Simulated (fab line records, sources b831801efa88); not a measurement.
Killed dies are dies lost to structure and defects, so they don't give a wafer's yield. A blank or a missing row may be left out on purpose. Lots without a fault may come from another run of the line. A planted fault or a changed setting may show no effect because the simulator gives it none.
Which tool did it? | flow gf180mcu | 13 lots, 39 wafers sampled, at 5 steps of a route of 602

WHAT THE GAUGES READ, wafer by wafer
GF_VT_IMPLANT_TW_MEAS_32. Usual: VT_IMPLANT_3_TW 269.0, standard deviation 2.7.
lot  | measured     | on            | VT_IMPLANT_3_TW   | flag
L246 | day 6 22:22  | film_metro-03 | 266.4 267.2 267.0 |
L247 | day 7 03:04  | film_metro-01 | 272.9 274.9 273.8 |
L248 | day 7 09:28  | film_metro-03 | 265.7 267.6 266.7 |
L249 | day 7 16:37  | film_metro-03 | 266.1 266.6 265.2 |
L250 | day 7 23:19  | film_metro-01 | 273.8 272.1 274.6 |
L251 | day 8 08:30  | film_metro-03 | 267.7 266.2 267.1 |
L252 | day 8 14:22  | film_metro-01 | 272.6 271.4 272.3 |
L253 | day 8 17:31  | film_metro-03 | 267.3 267.7 265.4 |
L254 | day 9 00:57  | film_metro-03 | 269.4 268.5 269.6 |
L255 | day 9 06:43  | film_metro-03 | 268.8 269.6 267.8 |
L259 | day 10 07:57 | film_metro-03 | 266.9 268.5 265.6 |
L260 | day 10 16:14 | film_metro-01 | 270.1 270.2 271.7 |
L267 | day 12 14:10 | film_metro-03 | 265.3 266.2 266.4 |

GF_VT_IMPLANT_RS_MEAS_46: measures by four-point-probe. Usual: MVSD_RS 456.6 ohm/sq, standard deviation 1.
lot  | measured     | on            | MVSD_RS (ohm/sq)  | flag
L246 | day 7 14:16  | film_metro-03 | 457.0 458.3 459.0 |
L247 | day 7 19:28  | film_metro-04 | 456.4 455.8 455.3 |
L248 | day 8 01:38  | film_metro-04 | 457.7 457.7 457.7 |
L249 | day 8 09:01  | film_metro-03 | 456.0 455.0 457.5 |
L250 | day 8 15:44  | film_metro-04 | 455.1 455.0 455.4 |
L251 | day 9 01:51  | film_metro-04 | 456.1 456.5 455.9 |
L252 | day 9 07:25  | film_metro-03 | 456.9 456.9 457.1 |
L253 | day 9 10:25  | film_metro-04 | 455.7 454.7 455.7 |
L254 | day 9 18:06  | film_metro-03 | 457.9 456.2 458.6 |
L255 | day 10 01:01 | film_metro-04 | 455.7 458.6 457.6 |
L259 | day 11 02:13 | film_metro-02 | 454.9 456.2 456.2 |
L260 | day 11 10:50 | film_metro-04 | 455.8 456.6 456.5 |
L267 | day 13 10:25 | film_metro-03 | 457.0 456.5 456.3 |

GF_VT_IMPLANT_RS_MEAS_49: measures by four-point-probe. Usual: MVPSD_RS 1168.3 ohm/sq, standard deviation 2.7.
lot  | measured     | on            | MVPSD_RS (ohm/sq)    | flag
L246 | day 7 14:38  | film_metro-03 | 1171.2 1172.7 1174.5 |
L247 | day 7 19:50  | film_metro-04 | 1167.3 1167.8 1165.2 |
L248 | day 8 01:59  | film_metro-04 | 1164.7 1167.5 1169.0 |
L249 | day 8 09:23  | film_metro-03 | 1169.0 1165.3 1168.7 |
L250 | day 8 16:06  | film_metro-04 | 1172.9 1168.1 1172.5 |
L251 | day 9 02:13  | film_metro-04 | 1166.0 1166.9 1166.0 |
L252 | day 9 07:47  | film_metro-03 | 1168.2 1171.1 1170.1 |
L253 | day 9 10:47  | film_metro-04 | 1168.8 1169.1 1170.3 |
L254 | day 9 18:28  | film_metro-03 | 1170.0 1173.5 1170.3 |
L255 | day 10 01:22 | film_metro-04 | 1168.4 1166.6 1169.1 |
L259 | day 11 02:34 | film_metro-02 | 1168.5 1167.3 1165.1 |
L260 | day 11 11:11 | film_metro-04 | 1167.3 1167.4 1165.5 |
L267 | day 13 10:47 | film_metro-03 | 1166.0 1166.3 1169.3 |

WHICH TOOL RAN EACH LOT (tool, then ch and the chambers of the sampled wafers, then the start)
lot  | GF_MVSD_COAT_02                  | GF_MVSD_STRIP_10
L246 | litho_track-01 ch 0, day 4 05:14 | plasma_asher-01 ch 0,1, day 4 12:46
L247 | litho_track-01 ch 0, day 4 09:01 | plasma_asher-01 ch 0,1, day 4 16:45
L248 | litho_track-04 ch 0, day 4 15:41 | plasma_asher-04 ch 0,1, day 4 22:34
L249 | litho_track-01 ch 0, day 4 20:28 | plasma_asher-02 ch 0,1, day 5 04:17
L250 | litho_track-01 ch 0, day 5 03:17 | plasma_asher-01 ch 0, day 5 10:40
L251 | litho_track-04 ch 0, day 5 10:58 | plasma_asher-01 ch 0,1, day 5 18:45
L252 | litho_track-04 ch 0, day 5 15:41 | plasma_asher-04 ch 0,1, day 5 23:26
L253 | litho_track-03 ch 0, day 5 19:46 | plasma_asher-02 ch 0,1, day 6 03:36
L254 | litho_track-04 ch 0, day 6 01:19 | plasma_asher-02 ch 0,1, day 6 08:48
L255 | litho_track-01 ch 0, day 6 06:49 | plasma_asher-04 ch 0,1, day 6 14:42
L259 | litho_track-01 ch 0, day 7 04:16 | plasma_asher-04 ch 0,1, day 7 12:44
L260 | litho_track-01 ch 0, day 7 11:04 | plasma_asher-02 ch 0,1, day 7 20:05
L267 | litho_track-03 ch 0, day 9 03:10 | plasma_asher-01 ch 0,1, day 9 12:21
- GF_MVSD_COAT_02: resist thk 3000 nm.
- GF_MVSD_STRIP_10: strips in O2/N2.

WHAT THE TOOLS THEMSELVES READ (means of the sampled wafers that have a number; where no wafer has one, the mark that the record gives instead)
GF_MVSD_COAT_02. Usual: exhaust_pa 45.0 Pa, standard deviation 0.95.
lot  | tool           | exhaust_pa (Pa) | flag
L246 | litho_track-01 | 45.7            |
L247 | litho_track-01 | 44.8            |
L248 | litho_track-04 | 44.1            |
L249 | litho_track-01 | 43.8            |
L250 | litho_track-01 | 45.0            |
L251 | litho_track-04 | 44.9            |
L252 | litho_track-04 | 44.6            |
L253 | litho_track-03 | 45.3            |
L254 | litho_track-04 | 44.3            |
L255 | litho_track-01 | 45.3            |
L259 | litho_track-01 | 45.5            |
L260 | litho_track-01 | 45.9            |
L267 | litho_track-03 | 45.8            |

GF_MVSD_STRIP_10. Usual: drypump_motor_current_A 5.8 A, standard deviation 0.54; heater_power_w 323 W, standard deviation 14; oes_product_au 0.722 a.u., standard deviation 0.0046; strip_time_to_endpoint_s 36.94 s, standard deviation 0.097.
lot  | tool            | drypump_motor_current_A (A) | heater_power_w (W) | oes_product_au (a.u.) | strip_time_to_endpoint_s (s) | flag
L246 | plasma_asher-01 | 5.7                         | 340                | 0.721                 | 36.94                        |
L247 | plasma_asher-01 | 5.3                         | 336                | 0.721                 | 37.05                        |
L248 | plasma_asher-04 | 6.1                         | 321                | 0.724                 | 36.94                        |
L249 | plasma_asher-02 | 5.8                         | 327                | 0.722                 | 37.06                        |
L250 | plasma_asher-01 | 5.0                         | 324                | 0.718                 | 37.00                        |
L251 | plasma_asher-01 | 5.3                         | 334                | 0.719                 | 36.97                        |
L252 | plasma_asher-04 | 5.7                         | 308                | 0.718                 | 36.84                        |
L253 | plasma_asher-02 | 5.9                         | 325                | 0.723                 | 36.95                        |
L254 | plasma_asher-02 | 5.8                         | 324                | 0.721                 | 36.95                        |
L255 | plasma_asher-04 | 6.1                         | 319                | 0.724                 | 36.75                        |
L259 | plasma_asher-04 | 5.7                         | 311                | 0.721                 | 29.59                        | OFF
L260 | plasma_asher-02 | 5.8                         | 324                | 0.720                 | 22.28                        | OFF
L267 | plasma_asher-01 | 5.4                         | 336                | 0.721                 | 36.99                        |

THE ANSWER, worked out from the rows above alone
Rule: a lot is off if the mean of its wafers that have a number lies more than 3 standard deviations from the usual mean. A lot without any number at a reading at which 4 lots or more have one is off too. The other lots that the step has rows for count as sound. The gauges are gone through in route order, then the tools' own readings, and for those a lot's mean is taken as printed above. The first step at which some lot is off is used, and at that step the reading that is off furthest; a lot without a number counts as furthest.
Off: L259, L260, at GF_MVSD_STRIP_10 (strip_time_to_endpoint_s).
A tool fits if, at that step or a process step before it, it ran every lot that is off, and no sound lot after the first of them. One fits: litho_track-01 at GF_MVSD_COAT_02. Its last sound lot is L255 (day 6 06:49), its first lot that is off L259 (day 7 04:16): a fault that began between those two fits.

WHAT THE SIMULATOR HAD PUT IN
Process parameter drift: litho_track-01, from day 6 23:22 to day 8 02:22, at GF_MVSD_COAT_02. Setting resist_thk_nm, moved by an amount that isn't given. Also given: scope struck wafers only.
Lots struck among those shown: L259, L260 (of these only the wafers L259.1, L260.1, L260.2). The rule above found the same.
